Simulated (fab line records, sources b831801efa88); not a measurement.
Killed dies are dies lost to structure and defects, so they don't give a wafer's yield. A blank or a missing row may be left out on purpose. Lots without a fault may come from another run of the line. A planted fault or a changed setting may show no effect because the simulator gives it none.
Chamber matching | flow sky130 | SKY_FIELD_ISO_CMP_27 on cmp-01: 4 sister chambers
The step polishes, stops on Si3N4, t overpolish 16 s, target thk 457.8 nm. 8 wafers are shown with their chamber, then 12 later ones without.

WAFERS WITH THEIR CHAMBER
wafer  | chamber | motor_current_A (A) | time_to_endpoint_s (s)
L080.4 | 0       | 11.6                | 110
L083.1 | 2       | 10.5                | 113
L083.2 | 3       | 12.1                | 116
L088.3 | 2       | 10.6                | 117
L088.5 | 1       | 13.0                | 120
L091.1 | 3       | 12.9                | 123
L091.3 | 1       | 12.6                | 124
L091.4 | 0       | 11.6                | 116

WAFERS WITHOUT THEIR CHAMBER
wafer  | motor_current_A (A) | time_to_endpoint_s (s)
L092.2 | 11.6                | 118
L092.4 | 12.3                | 124
L092.5 | 11.0                | 116
L093.2 | 12.5                | 123
L093.5 | 12.6                | 117
L093.6 | 11.3                | 114
L094.4 | 12.3                | 120
L094.5 | 10.7                | 120
L094.6 | 13.3                | 121
L096.1 | 12.8                | 121
L096.5 | 12.4                | 116
L096.6 | 10.7                | 114

WHICH CHAMBER EACH WENT THROUGH
wafer  | from the rows above          | in truth
L092.2 | can't be placed: 0 or 3      | 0
L092.4 | can't be placed: 3 or 1      | 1
L092.5 | can't be placed: 2 or 0      | 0
L093.2 | can't be placed: 3 or 1      | 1
L093.5 | can't be placed: 3 or 1      | 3
L093.6 | can't be placed: 0 or 2      | 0
L094.4 | can't be placed: 3 or 1      | 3
L094.5 | can't be placed: 2 or 0      | 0
L094.6 | can't be placed: 1 or 3      | 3
L096.1 | can't be placed: 1 or 3      | 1
L096.5 | can't be placed: 3 or 1 or 0 | 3
L096.6 | 2                            | 2
Placed correctly: 1 of 12. Can't be placed from these rows: 11 (the true chamber is among the candidates in 11). Placed wrongly: 0.
How it was worked out, from the rows above alone: a wafer's distance from a chamber is the root of the sum, over the readings, of the square of ((its reading less the chamber's mean) divided by the reading's scatter). The wafer belongs to the nearest chamber; if the next one is less than 2 further off, it can't be placed. A chamber's mean is the mean of its shown wafers. The scatter: the root of (the sum of the squares of (reading less its chamber's mean) over the shown wafers, divided by (wafers less chambers)).
